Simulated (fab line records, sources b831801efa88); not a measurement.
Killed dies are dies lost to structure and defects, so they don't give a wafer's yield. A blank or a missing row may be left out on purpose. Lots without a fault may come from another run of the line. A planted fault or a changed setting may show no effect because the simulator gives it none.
One fault seen from 2 desks | flow gf180mcu | each desk has only its own numbers; what lay behind them comes last

THE TOOL OWNER'S DESK: pecvd-03
The tool's own readings at GF_V1_CVD_02 (deposits SiO2 from TEOS, target thk 850 nm, time 94.851 s): means of the sampled wafers that have a number, for each lot that ran on this tool. A lot is out of limits, marked OUT, if its mean lies more than 4 standard deviations from the usual mean; the brackets give that distance.
Columns: A = heater_power_w at GF_V1_CVD_02, usual 647 W; B = run_length_s at GF_V1_CVD_02, usual 123.1 s
lot  | first seen here | A   | B
L424 | day 17 02:36    | 537 | 122.5
L427 | day 18 09:58    | 622 | 123.3
L428 | day 18 14:57    | 596 | 122.8
L429 | day 19 00:22    | 531 | 122.6
L431 | day 19 16:30    | 661 | 106.3 (-26) OUT
L441 | day 23 08:14    | 734 | 123.5
L443 | day 23 23:00    | 643 | 122.9
L444 | day 24 14:37    | 585 | 122.9
L446 | day 24 22:13    | 602 | 123.3
This desk's finding: out of limits on L431; first on L431, day 19 16:30 (run_length_s at GF_V1_CVD_02). In limits: L424, L427, L428, L429, L441, L443, L444, L446.

THE METROLOGY DESK
What the gauges read, lot by lot, whatever tool the lot ran on: means of the sampled wafers that have a number. A lot is out of limits, marked OUT, if its mean lies more than 4 standard deviations from the usual mean; the brackets give that distance.
Columns: A = V1_CVD_02_THK at GF_V1_THK_MEAS_03, usual 846 nm
lot  | first seen here | A
L424 | day 17 02:41    | 844
L425 | day 17 07:10    | 850
L427 | day 18 10:02    | 844
L428 | day 18 15:01    | 838
L429 | day 19 00:27    | 863
L431 | day 19 16:34    | 706 (-14) OUT
L441 | day 23 08:18    | 842
L443 | day 23 23:04    | 840
L444 | day 24 14:42    | 840
L446 | day 24 22:17    | 831
L447 | day 25 02:15    | 847
This desk's finding: out of limits on L431; first on L431, day 19 16:34 (V1_CVD_02_THK at GF_V1_THK_MEAS_03). In limits: L424, L425, L427, L428, L429, L441, L443, L444, L446, L447.

PUT TOGETHER
The tool owner's desk could have raised an alarm at day 19 16:30, on L431.
The metrology desk could have raised an alarm at day 19 16:34, on L431.
Of the lots named, all ran GF_V1_CVD_02 on pecvd-03.

WHAT THE SIMULATOR HAD PUT IN
Process parameter drift: pecvd-03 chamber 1, from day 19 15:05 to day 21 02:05, at GF_V1_CVD_02. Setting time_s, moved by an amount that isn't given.
Lots struck among those shown: L431.
Hours from the fault's start to each desk's first reading out of limits: the tool owner's desk, 1; the metrology desk, 1.
